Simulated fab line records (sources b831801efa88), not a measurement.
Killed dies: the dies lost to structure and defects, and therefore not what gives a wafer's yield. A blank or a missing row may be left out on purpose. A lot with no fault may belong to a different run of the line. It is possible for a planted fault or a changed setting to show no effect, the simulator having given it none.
Chamber matching ; flow gf180mcu ; GF_STI_ETCH_13 on rie diel-04 has 4 sister chambers
The step etches the open film in CHF3/O2, stops on Si, target depth 282.31 nm, time 112.9 s. 4 wafers are shown with their chamber, then 7 later ones without.

## WAFERS PAIRED WITH THEIR CHAMBERS
wafer;chamber;drypump motor current A (A)
L082.1;1;5.2
L086.1;3;4.9
L089.2;2;5.4
L089.4;0;5.1

## WAFERS WITHOUT THEIR CHAMBER
wafer;drypump motor current A (A)
L089.5;5.4
L095.2;5.2
L095.4;4.9
L095.5;4.9
L096.2;5.3
L096.4;4.9
L096.5;5.1

## WHICH CHAMBER EACH ONE RAN IN
wafer;from the rows above;in truth
L089.5;2;2
L095.2;1;1
L095.4;3;3
L095.5;3;3
L096.2;can't be placed: 1 or 2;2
L096.4;3;3
L096.5;0;0
Correct placement for 6 of the 7. Unplaceable from these rows: 1, with the true chamber sitting among the candidates in 1. Wrongly placed: 0.
How it was worked out, from the rows above alone: a wafer's distance from a chamber is the root of the sum, over the readings, of the square of ((its reading less the chamber's mean) divided by the reading's scatter). The wafer belongs to the nearest chamber; if the next one is less than 2 further off, it can't be placed. A chamber's mean is the mean of its shown wafers. The scatter: with one shown wafer a chamber, the root of the mean of the squares of how far each hidden wafer lies from its nearest shown one.
